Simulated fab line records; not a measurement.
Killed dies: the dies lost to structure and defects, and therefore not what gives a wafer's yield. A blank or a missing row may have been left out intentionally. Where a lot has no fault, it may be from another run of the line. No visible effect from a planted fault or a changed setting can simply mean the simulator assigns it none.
fab line records ; flow sfqLine
record: lots: 14; wafers: 42; lastDay: 83
route steps=325 shown I4@163 R5@226 M7@294 I7@306
lots that met no fault: taken from a fault-free run of the same line
startH: the number of hours between the record's first day and the start of the first shown wafer of the lot ; waitH: how many hours have passed since the lot's step before this one ; " repeats the value in the row above ; L1.1+2: a single row standing in for several wafers ; - value missing, or start not given ; * or withheld: withheld ; < > ~ a bound
route shown NAME@n: names a module that has steps shown in the file, with the first one's number in the route ; usual: average and standard deviation across the fault-free wafers ; same: alike in all rows ; chamber/n: place in a boat ; sites: readings site by site ; _std_site: the standard deviation of these ; _edge_site: the outer-site mean with the inner-site mean subtracted ; radiusMm: how far each site lies from the wafer's centre ; mask NAME#n: copy n ; behind: the last tool/chamber to shape the wafer ; hold: cause of the lot's hold/its duration in hours/its outcome ; device: names the non-switching transistor (n, p or np) ; end of line: the tests these same wafers got at the end of their route ; step lacking rows: just its recipe ; killed: not the wafer's yield, but the dies lost to structure and defects at the first sort ; map: shows each die of a wafer: x if killed, . if not, _ if none is there
set.NAME: setting as actually run; set.NAME@STEP: the setting as run at that earlier step ; model.NAME: the simulator's own value behind a step, which no gauge read
steps of the route over a sample of lots; a table a step, a row a wafer
services: from which hour (startH, from the record's first day; less than 0 if before it) a tool's chamber was out of use, for how many hours, and why
== steps ==
step: SFQ_TRILAYER_I4_DEP_PECVD_099
recipe: material: SiO2; tempC: 150; timeS: 111.11; pressureTorr: 2.4; rfW: 183.3; precursor: SiH4/N2O; targetThkNm: 500
usual: heaterPowerW: 81/11; rfFwdPowerW: 182.3/0.61; runLengthS: 138.82/0.29; throttleValvePct: 24.8/1.1
lot.wafer;tool;chamber;startH;waitH;heaterPowerW;rfFwdPowerW;runLengthS;throttleValvePct
L278.3;pecvd-03;2;801.83;0.0;80;182.3;138.63;26.6
L278.4;pecvd-03;0;801.83;0.0;64;182.2;138.72;25.7
L278.5;pecvd-03;1;801.83;0.0;86;182.5;139.25;25.2
L280.2;pecvd-03;2;809.51;0.0;84;183.2;138.59;26.5
L280.5;pecvd-03;2;809.51;0.0;88;182.3;138.38;26.7
L280.6;pecvd-03;1;809.51;0.0;72;182.0;138.67;24.8
L282.2;pecvd-01;2;839.16;0.0;79;182.4;139.69;24.4
L282.3;pecvd-01;1;839.16;0.0;89;183.7;138.54;24.2
L282.4;pecvd-01;0;839.16;0.0;78;182.0;138.60;23.4
L285.1;pecvd-03;2;884.36;0.0;82;-;134.61;26.9
L285.2;pecvd-03;0;884.36;0.0;66;-;134.80;25.8
L285.6;pecvd-03;2;884.36;0.0;84;-;134.82;26.7
L286.3;pecvd-03;2;889.36;0.0;87;-;134.95;26.6
L286.4;pecvd-03;2;889.36;0.0;87;-;135.00;26.3
L286.5;pecvd-03;0;889.36;0.0;70;-;134.74;25.6
L291.2;pecvd-01;1;1065.28;0.0;82;183.0;138.53;24.4
L291.4;pecvd-01;0;1065.28;0.0;83;181.8;138.96;24.1
L291.6;pecvd-01;1;1065.28;0.0;86;182.3;139.12;24.3
L292.3;pecvd-03;0;1081.06;0.0;79;182.2;138.86;23.2
L292.4;pecvd-03;0;1081.06;0.0;80;182.1;138.81;23.2
L292.6;pecvd-03;1;1081.06;0.0;84;181.2;139.28;23.5
L293.3;pecvd-04;2;1085.90;0.0;68;182.2;138.78;24.7
L293.5;pecvd-04;2;1085.90;0.0;70;182.9;138.48;24.9
L293.6;pecvd-04;1;1085.90;0.0;113;181.4;139.45;25.7
L294.1;pecvd-03;0;1097.68;0.0;78;181.9;138.62;23.3
L294.3;pecvd-03;2;1097.68;0.0;85;182.2;139.14;23.8
L294.4;pecvd-03;2;1097.68;0.0;89;181.7;139.12;24.0
L295.2;pecvd-03;1;1106.08;0.0;100;182.0;139.04;23.9
L295.3;pecvd-03;0;1106.08;0.0;72;182.2;138.84;23.5
L295.4;pecvd-03;0;1106.08;0.0;76;183.7;139.00;23.7
L296.3;pecvd-04;2;1116.88;0.0;69;181.6;139.11;24.7
L296.4;pecvd-04;2;1116.88;0.0;70;181.1;138.58;24.6
L296.5;pecvd-04;0;1116.88;0.0;76;182.3;138.33;26.7
L297.2;pecvd-03;2;1121.68;0.0;86;182.5;138.44;23.8
L297.4;pecvd-03;1;1121.68;0.0;100;181.1;138.82;23.9
L297.5;pecvd-03;0;1121.68;0.0;77;182.1;138.88;23.6
L298.1;pecvd-01;1;1125.28;0.0;81;183.1;138.44;24.4
L298.5;pecvd-01;2;1125.28;0.0;71;182.3;139.06;25.1
L298.6;pecvd-01;1;1125.28;0.0;85;183.5;139.18;24.5
L299.1;pecvd-01;1;1130.08;0.0;86;182.8;138.84;24.6
L299.3;pecvd-01;0;1130.08;0.0;70;181.8;138.86;24.4
L299.5;pecvd-01;0;1130.08;0.0;71;181.7;139.27;23.9
step: SFQ_TRILAYER_R5_STRIP_STRIP_140
recipe: gas: O2; powerW: 200; platenTempC: 40; overashFraction: 0.65; chemistry: O2; pressureMtorr: 50
usual: drypumpMotorCurrentA: 5.33/0.18; oesProductAu: 1.000/0.0071
lot.wafer;tool;chamber;startH;waitH;drypumpMotorCurrentA;oesProductAu;rfHoursCounterH
L278.3;rieMetal-04;1;1249.60;0.2;5.46;1.000;-
L278.4;rieMetal-04;0;1249.60;0.2;5.03;1.007;-
L278.5;rieMetal-04;1;1249.60;0.2;5.47;0.994;-
L280.2;rieMetal-02;1;1266.40;0.0;5.28;0.999;103
L280.5;rieMetal-02;0;1266.40;0.0;5.31;0.997;-
L280.6;rieMetal-02;1;1266.40;0.0;5.27;0.988;-
L282.2;rieMetal-01;1;1286.75;0.0;5.63;0.998;62
L282.3;rieMetal-01;0;1286.75;0.0;5.20;0.996;-
L282.4;rieMetal-01;1;1286.75;0.0;5.62;1.007;-
L285.1;rieMetal-01;1;1450.49;0.1;5.62;1.001;85
L285.2;rieMetal-01;0;1450.49;0.1;5.24;1.002;105
L285.6;rieMetal-01;0;1450.49;0.1;5.20;0.998;-
L286.3;rieMetal-02;0;1451.85;0.2;5.28;0.996;-
L286.4;rieMetal-02;1;1451.85;0.2;5.25;0.989;-
L286.5;rieMetal-02;1;1451.85;0.2;5.28;0.996;-
L291.2;rieMetal-01;1;1497.16;0.0;5.64;1.007;93
L291.4;rieMetal-01;0;1497.16;0.0;5.21;1.002;-
L291.6;rieMetal-01;0;1497.16;0.0;5.19;0.986;-
L292.3;rieMetal-04;0;1503.23;0.2;5.03;0.991;-
L292.4;rieMetal-04;1;1503.23;0.2;5.45;0.991;-
L292.6;rieMetal-04;0;1503.23;0.2;5.03;0.988;-
L293.3;rieMetal-02;0;1504.43;0.2;5.30;1.007;-
L293.5;rieMetal-02;0;1504.43;0.2;5.29;1.004;-
L293.6;rieMetal-02;1;1504.43;0.2;5.24;1.004;-
L294.1;rieMetal-01;0;1510.23;0.0;5.19;0.998;115
L294.3;rieMetal-01;1;1510.23;0.0;5.60;1.018;-
L294.4;rieMetal-01;0;1510.23;0.0;5.21;0.996;-
L295.2;rieMetal-02;1;1521.15;0.0;5.27;0.994;140
L295.3;rieMetal-02;0;1521.15;0.0;5.29;0.995;-
L295.4;rieMetal-02;1;1521.15;0.0;5.28;0.991;-
L296.3;rieMetal-01;0;1523.75;0.2;5.18;0.994;-
L296.4;rieMetal-01;1;1523.75;0.2;5.61;1.004;-
L296.5;rieMetal-01;0;1523.75;0.2;5.22;0.996;-
L297.2;rieMetal-02;0;1528.35;0.0;5.30;0.998;99
L297.4;rieMetal-02;1;1528.35;0.0;5.25;0.995;-
L297.5;rieMetal-02;0;1528.35;0.0;5.29;0.997;-
L298.1;rieMetal-01;1;1529.55;0.0;5.62;1.010;96
L298.5;rieMetal-01;1;1529.55;0.0;5.61;0.996;-
L298.6;rieMetal-01;0;1529.55;0.0;5.19;0.998;-
L299.1;rieMetal-02;0;1534.59;0.1;5.28;0.998;99
L299.3;rieMetal-02;0;1534.59;0.1;5.29;0.995;-
L299.5;rieMetal-02;0;1534.59;0.1;5.28;0.994;-
step: SFQ_TRILAYER_M7_STRIP_STRIP_181
recipe: gas: O2; powerW: 200; platenTempC: 40; overashFraction: 0.65; chemistry: O2; pressureMtorr: 50
usual: drypumpMotorCurrentA: 5.33/0.26; oesProductAu: 1.002/0.0075
lot.wafer;tool;chamber;startH;waitH;drypumpMotorCurrentA;oesProductAu;rfHoursCounterH
L278.3;rieMetal-02;1;1617.58;0.2;5.28;0.995;-
L278.4;rieMetal-02;0;1617.58;0.2;5.29;1.003;-
L278.5;rieMetal-02;1;1617.58;0.2;5.25;1.002;-
L280.2;rieMetal-01;0;1640.56;0.4;5.21;1.010;-
L280.5;rieMetal-01;0;1640.56;0.4;5.22;1.000;-
L280.6;rieMetal-01;0;1640.56;0.4;5.23;1.006;-
L282.2;rieMetal-02;0;1655.33;0.1;5.28;1.000;116
L282.3;rieMetal-02;0;1655.33;0.1;5.28;0.993;-
L282.4;rieMetal-02;1;1655.33;0.1;5.24;0.988;-
L285.1;rieMetal-03;0;1695.12;0.1;4.75;1.003;60
L285.2;rieMetal-03;1;1695.12;0.1;5.75;1.007;94
L285.6;rieMetal-03;1;1695.12;0.1;5.77;1.021;-
L286.3;rieMetal-02;0;1697.57;0.2;5.27;1.007;-
L286.4;rieMetal-02;1;1697.57;0.2;5.29;0.996;-
L286.5;rieMetal-02;1;1697.57;0.2;5.26;0.997;-
L291.2;rieMetal-01;0;1876.43;0.1;5.19;0.998;20
L291.4;rieMetal-01;1;1876.43;0.1;5.62;1.006;-
L291.6;rieMetal-01;0;1876.43;0.1;5.20;1.006;-
L292.3;rieMetal-03;0;1877.83;0.2;4.75;0.999;-
L292.4;rieMetal-03;1;1877.83;0.2;5.77;1.003;-
L292.6;rieMetal-03;0;1877.83;0.2;4.76;1.003;-
L293.3;rieMetal-01;1;1881.43;0.2;5.60;1.004;-
L293.5;rieMetal-01;1;1881.43;0.2;5.62;0.998;-
L293.6;rieMetal-01;0;1881.43;0.2;5.19;1.002;-
L294.1;rieMetal-01;0;1886.47;0.1;5.20;0.993;22
L294.3;rieMetal-01;1;1886.47;0.1;5.62;0.999;-
L294.4;rieMetal-01;0;1886.47;0.1;5.19;0.997;-
L295.2;rieMetal-01;0;1899.41;0.1;5.19;1.003;24
L295.3;rieMetal-01;1;1899.41;0.1;5.61;0.997;-
L295.4;rieMetal-01;0;1899.41;0.1;5.18;1.001;-
L296.3;rieMetal-01;1;1902.01;0.2;5.62;0.997;-
L296.4;rieMetal-01;0;1902.01;0.2;5.19;1.002;-
L296.5;rieMetal-01;0;1902.01;0.2;5.19;0.998;-
L297.2;rieMetal-01;1;1904.21;0.1;5.61;0.997;11
L297.4;rieMetal-01;1;1904.21;0.1;5.60;0.993;-
L297.5;rieMetal-01;1;1904.21;0.1;5.60;0.993;-
L298.1;rieMetal-03;0;1905.41;0.1;4.77;1.023;90
L298.5;rieMetal-03;0;1905.41;0.1;4.76;1.013;-
L298.6;rieMetal-03;1;1905.41;0.1;5.73;1.018;-
L299.1;rieMetal-01;0;1906.61;0.1;5.18;0.999;26
L299.3;rieMetal-01;1;1906.61;0.1;5.61;1.013;-
L299.5;rieMetal-01;1;1906.61;0.1;5.63;1.009;-
step: SFQ_I7_OVL_MEAS_947
usual: I7_OVL: 0/5.6
lot.wafer;tool;chamber;startH;waitH;I7_OVL[nm]
L278.3;overlay-01;-;1631.57;0.1;6
L278.4;overlay-01;-;1631.57;0.1;-2
L278.5;overlay-01;-;1631.57;0.1;0
L280.2;overlay-02;-;1653.91;0.1;7
L280.5;overlay-02;-;1653.91;0.1;9
L280.6;overlay-02;-;1653.91;0.1;8
L282.2;overlay-01;-;1669.72;0.1;6
L282.3;overlay-01;-;1669.72;0.1;-4
L282.4;overlay-01;-;1669.72;0.1;-1
L285.1;overlay-01;-;1773.35;0.1;3
L285.2;overlay-01;-;1773.35;0.1;-2
L285.6;overlay-01;-;1773.35;0.1;-4
L286.3;overlay-01;-;1774.56;0.1;-2
L286.4;overlay-01;-;1774.56;0.1;2
L286.5;overlay-01;-;1774.56;0.1;-4
L291.2;overlay-01;-;1883.86;0.1;3
L291.4;overlay-01;-;1883.86;0.1;4
L291.6;overlay-01;-;1883.86;0.1;4
L292.3;overlay-01;-;1885.06;0.1;1
L292.4;overlay-01;-;1885.06;0.1;1
L292.6;overlay-01;-;1885.06;0.1;0
L293.3;overlay-01;-;1889.86;0.1;-5
L293.5;overlay-01;-;1889.86;0.1;-4
L293.6;overlay-01;-;1889.86;0.1;-11
L294.1;overlay-01;-;1900.39;0.1;-8
L294.3;overlay-01;-;1900.39;0.1;-3
L294.4;overlay-01;-;1900.39;0.1;0
L295.2;overlay-01;-;1911.00;0.1;9
L295.3;overlay-01;-;1911.00;0.1;8
L295.4;overlay-01;-;1911.00;0.1;12
L296.3;overlay-01;-;1914.67;0.1;10
L296.4;overlay-01;-;1914.67;0.1;-2
L296.5;overlay-01;-;1914.67;0.1;0
L297.2;overlay-01;-;1918.20;0.1;-4
L297.4;overlay-01;-;1918.20;0.1;-4
L297.5;overlay-01;-;1918.20;0.1;-7
L298.1;overlay-01;-;1920.59;0.1;2
L298.5;overlay-01;-;1920.59;0.1;3
L298.6;overlay-01;-;1920.59;0.1;9
L299.1;overlay-01;-;1923.16;0.1;-5
L299.3;overlay-01;-;1923.16;0.1;0
L299.5;overlay-01;-;1923.16;0.1;-4
== services ==
tool;chamber;startH;hours;kind
pecvd-03;0;834.98;36.2;repair
pecvd-03;-;933.25;14.0;pm
pecvd-03;0;933.85;5.6;repair
rieMetal-02;1;940.05;16.2;repair
pecvd-01;-;967.63;2.6;repair
pecvd-03;-;991.50;1.3;repair
pecvd-01;-;998.08;1.5;repair
pecvd-03;1;1028.96;4.1;repair
rieMetal-02;0;1079.84;5.7;repair
rieMetal-02;-;1097.85;1.4;pm
rieMetal-01;-;1113.81;1.4;pm
pecvd-03;2;1128.98;9.3;repair
pecvd-01;-;1168.45;2.8;pm
pecvd-03;1;1208.54;11.7;repair
pecvd-01;2;1209.75;8.6;repair
pecvd-01;0;1234.39;19.3;repair
rieMetal-02;0;1347.03;1.9;repair
rieMetal-02;1;1369.94;8.0;repair
rieMetal-01;-;1385.74;0.7;repair
rieMetal-01;-;1451.33;2.8;pm
rieMetal-02;-;1635.51;0.7;repair
rieMetal-01;1;1636.51;52.3;repair
rieMetal-02;-;1706.04;2.8;pm
pecvd-03;-;1775.32;2.8;pm
== key ==
firstSign: step: SFQ_TRILAYER_I4_DEP_PECVD_099; reading: runLengthS; direction: down; sigmas: 14; usual: *; struck: *
effect none on later readings
metAt SFQ_TRILAYER_I4_DEP_PECVD_099
struckLots L285,L286
notActingAt SFQ_TRILAYER_R5_STRIP_STRIP_140,SFQ_TRILAYER_M7_STRIP_STRIP_181,SFQ_I7_OVL_MEAS_947
onsetBetween 809.51 884.36
fault: kind: processParameterDrift; tool: pecvd-03; chamber: -; onsetH: 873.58; steps: SFQ_TRILAYER_I4_DEP_PECVD_099; channel: timeS; offset: *; shape: step; endH: 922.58; actsIn: *; stated: *
